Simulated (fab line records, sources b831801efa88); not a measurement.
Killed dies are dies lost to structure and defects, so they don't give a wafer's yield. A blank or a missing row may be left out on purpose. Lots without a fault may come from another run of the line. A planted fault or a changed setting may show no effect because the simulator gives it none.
Which tool did it? | flow sky130 | 12 lots, 36 wafers sampled, at 4 steps of a route of 708

WHAT THE GAUGES READ, wafer by wafer
SKY_PAD_OPEN_BOW_MEAS_13. Usual: PAD_OPEN_BOW 45 um, standard deviation 9.6.
lot  | measured     | on            | PAD_OPEN_BOW (um) | flag
L811 | day 46 11:46 | film_metro-01 | 36 54 46          |
L812 | day 46 13:16 | film_metro-01 | 40 45 35          |
L813 | day 46 20:04 | film_metro-01 | 47 44 32          |
L814 | day 47 01:32 | film_metro-02 | 59 55 48          |
L815 | day 47 09:59 | film_metro-01 | 64 60 53          |
L819 | day 48 08:10 | film_metro-03 | 52 56 57          |
L825 | day 49 16:22 | film_metro-03 | 53 44 46          |
L827 | day 49 20:04 | film_metro-02 | 55 42 42          |
L828 | day 50 06:28 | film_metro-01 | 31 45 35          |
L829 | day 50 09:53 | film_metro-02 | 40 39 44          |
L830 | day 50 13:30 | film_metro-01 | 41 34 34          |
L831 | day 50 17:37 | film_metro-03 | 52 52 58          |

WHICH TOOL RAN EACH LOT (tool, then ch and the chambers of the sampled wafers, then the start)
lot  | SKY_METAL5_SPUTTER_04        | SKY_METAL5_STRIP_16                  | SKY_PAD_OPEN_ETCH_07
L811 | pvd_sputter-01, day 43 15:30 | plasma_asher-02 ch 0,1, day 44 14:14 | rie_diel-04 ch 0,1,2, day 46 09:31
L812 | pvd_sputter-01, day 43 17:32 | plasma_asher-01 ch 0,1, day 44 16:08 | rie_diel-01 ch 1,2,3, day 46 11:04
L813 | pvd_sputter-02, day 43 23:58 | plasma_asher-01 ch 0,1, day 44 22:40 | rie_diel-01 ch 0,1,2, day 46 17:49
L814 | pvd_sputter-01, day 44 08:14 | plasma_asher-02 ch 0,1, day 45 05:32 | rie_diel-04 ch 0,1, day 46 23:17
L815 | pvd_sputter-02, day 44 15:46 | plasma_asher-02 ch 0,1, day 45 13:38 | rie_diel-01 ch 0,3, day 47 07:43
L819 | pvd_sputter-02, day 45 16:26 | plasma_asher-02 ch 0,1, day 46 13:35 | rie_diel-01 ch 0,2,3, day 48 05:58
L825 | pvd_sputter-02, day 47 05:53 | plasma_asher-03 ch 0,1, day 48 01:38 | rie_diel-04 ch 2,3, day 49 14:08
L827 | pvd_sputter-01, day 47 09:28 | plasma_asher-02 ch 0,1, day 48 05:43 | rie_diel-01 ch 0,2,3, day 49 17:53
L828 | pvd_sputter-01, day 47 21:30 | plasma_asher-02 ch 0,1, day 48 17:10 | rie_diel-02 ch 0,1,3, day 50 04:07
L829 | pvd_sputter-01, day 48 03:29 | plasma_asher-01 ch 0,1, day 48 22:05 | rie_diel-02 ch 0,1, day 50 07:40
L830 | pvd_sputter-03, day 48 05:44 | plasma_asher-02 ch 0,1, day 49 00:10 | rie_diel-04 ch 1,3, day 50 10:47
L831 | pvd_sputter-01, day 48 11:27 | plasma_asher-03 ch 0,1, day 49 05:08 | rie_diel-02 ch 1,2, day 50 15:22
- SKY_METAL5_SPUTTER_04: material TiN, target thk 70 nm, time 58.3 s.
- SKY_METAL5_STRIP_16: strips in O2/N2.
- SKY_PAD_OPEN_ETCH_07: etches the open film in CF4/O2, stops on AlCu, target depth 725 nm, time 161.1 s.

WHAT THE TOOLS THEMSELVES READ (means of the sampled wafers that have a number; where no wafer has one, the mark that the record gives instead)
SKY_METAL5_SPUTTER_04. Usual: chamber_pressure_pa 0.3999 Pa, standard deviation 0.00086; throttle_valve_pct 29.7 %, standard deviation 0.7.
lot  | tool           | chamber_pressure_pa (Pa) | throttle_valve_pct (%) | flag
L811 | pvd_sputter-01 | 0.4006                   | 29.6                   |
L812 | pvd_sputter-01 | 0.3997                   | 29.3                   |
L813 | pvd_sputter-02 | 0.3987                   | 30.3                   |
L814 | pvd_sputter-01 | 0.3995                   | 29.6                   |
L815 | pvd_sputter-02 | 0.3995                   | 30.3                   |
L819 | pvd_sputter-02 | 0.3993                   | 29.9                   |
L825 | pvd_sputter-02 | 0.3984                   | 29.9                   |
L827 | pvd_sputter-01 | 0.3998                   | 30.1                   |
L828 | pvd_sputter-01 | 0.4007                   | 29.6                   |
L829 | pvd_sputter-01 | 0.3997                   | 29.5                   |
L830 | pvd_sputter-03 | 0.3997                   | 29.7                   |
L831 | pvd_sputter-01 | 0.4005                   | 29.7                   |

SKY_METAL5_STRIP_16. Usual: drypump_motor_current_A 5.8 A, standard deviation 0.31; n2_flow_sccm 300.0 sccm, standard deviation 0.96; oes_product_au 0.711 a.u., standard deviation 0.0044; strip_time_to_endpoint_s 13.07 s, standard deviation 0.14.
lot  | tool            | drypump_motor_current_A (A) | n2_flow_sccm (sccm) | oes_product_au (a.u.) | strip_time_to_endpoint_s (s) | flag
L811 | plasma_asher-02 | 5.5                         | 300.1               | 0.714                 | 13.11                        |
L812 | plasma_asher-01 | 5.6                         | 299.4               | 0.712                 | 13.20                        |
L813 | plasma_asher-01 | 5.8                         | 299.8               | 0.711                 | 12.93                        |
L814 | plasma_asher-02 | 5.7                         | 300.2               | 0.712                 | 13.08                        |
L815 | plasma_asher-02 | 5.5                         | 299.6               | 0.715                 | 13.07                        |
L819 | plasma_asher-02 | 5.4                         | 300.4               | 0.710                 | 13.15                        |
L825 | plasma_asher-03 | 6.1                         | 299.7               | 0.710                 | 12.91                        |
L827 | plasma_asher-02 | 5.6                         | 299.6               | 0.712                 | 13.08                        |
L828 | plasma_asher-02 | 5.6                         | 299.4               | 0.708                 | 13.06                        |
L829 | plasma_asher-01 | 5.8                         | 299.4               | 0.714                 | 13.15                        |
L830 | plasma_asher-02 | 5.5                         | 300.6               | 0.716                 | 13.12                        |
L831 | plasma_asher-03 | 6.1                         | 300.3               | 0.711                 | 13.03                        |

SKY_PAD_OPEN_ETCH_07. Usual: cf4_flow_sccm 80.01 sccm, standard deviation 0.24; drypump_motor_current_A 5.5 A, standard deviation 0.45; oes_product_au 0.976 a.u., standard deviation 0.0075; throttle_valve_pct 5.964 %, standard deviation 0.0081.
lot  | tool        | cf4_flow_sccm (sccm) | drypump_motor_current_A (A) | oes_product_au (a.u.) | throttle_valve_pct (%) | flag
L811 | rie_diel-04 | 80.05                | 5.8                         | 0.982                 | 5.961                  |
L812 | rie_diel-01 | 80.32                | 5.3                         | 0.969                 | 5.969                  |
L813 | rie_diel-01 | 80.18                | 5.3                         | 0.977                 | 5.967                  |
L814 | rie_diel-04 | 79.93                | 5.8                         | 0.977                 | 5.968                  |
L815 | rie_diel-01 | 80.06                | 5.0                         | 0.982                 | 5.964                  |
L819 | rie_diel-01 | 80.10                | 5.3                         | 0.976                 | 5.969                  |
L825 | rie_diel-04 | 79.83                | 5.4                         | 0.970                 | 5.956                  |
L827 | rie_diel-01 | 79.87                | 5.2                         | 0.926                 | 5.951                  | OFF
L828 | rie_diel-02 | 79.97                | 5.9                         | 0.975                 | 5.963                  |
L829 | rie_diel-02 | 80.15                | 6.1                         | 0.971                 | 5.965                  |
L830 | rie_diel-04 | 79.87                | 5.3                         | 0.972                 | 5.973                  |
L831 | rie_diel-02 | 80.16                | 5.5                         | 0.982                 | 5.963                  |

THE ANSWER, worked out from the rows above alone
Rule: a lot is off if the mean of its wafers that have a number lies more than 3 standard deviations from the usual mean. A lot without any number at a reading at which 4 lots or more have one is off too. The other lots that the step has rows for count as sound. The gauges are gone through in route order, then the tools' own readings, and for those a lot's mean is taken as printed above. The first step at which some lot is off is used, and at that step the reading that is off furthest; a lot without a number counts as furthest.
Off: L827, at SKY_PAD_OPEN_ETCH_07 (oes_product_au).
A tool fits if, at that step or a process step before it, it ran every lot that is off, and no sound lot after the first of them. One fits: rie_diel-01 at SKY_PAD_OPEN_ETCH_07. Its last sound lot is L819 (day 48 05:58), its first lot that is off L827 (day 49 17:53): a fault that began between those two fits.
The tool's own readings at SKY_PAD_OPEN_ETCH_07 bear it out: on the lots that are off they differ by more than 5 times the standard deviation of the sound lots' means. oes_product_au reads 0.926 a.u. there against 0.976 a.u. on the sound lots.

WHAT THE SIMULATOR HAD PUT IN
Process parameter drift: rie_diel-01, from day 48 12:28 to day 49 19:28, at SKY_PAD_OPEN_ETCH_07. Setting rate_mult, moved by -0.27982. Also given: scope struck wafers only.
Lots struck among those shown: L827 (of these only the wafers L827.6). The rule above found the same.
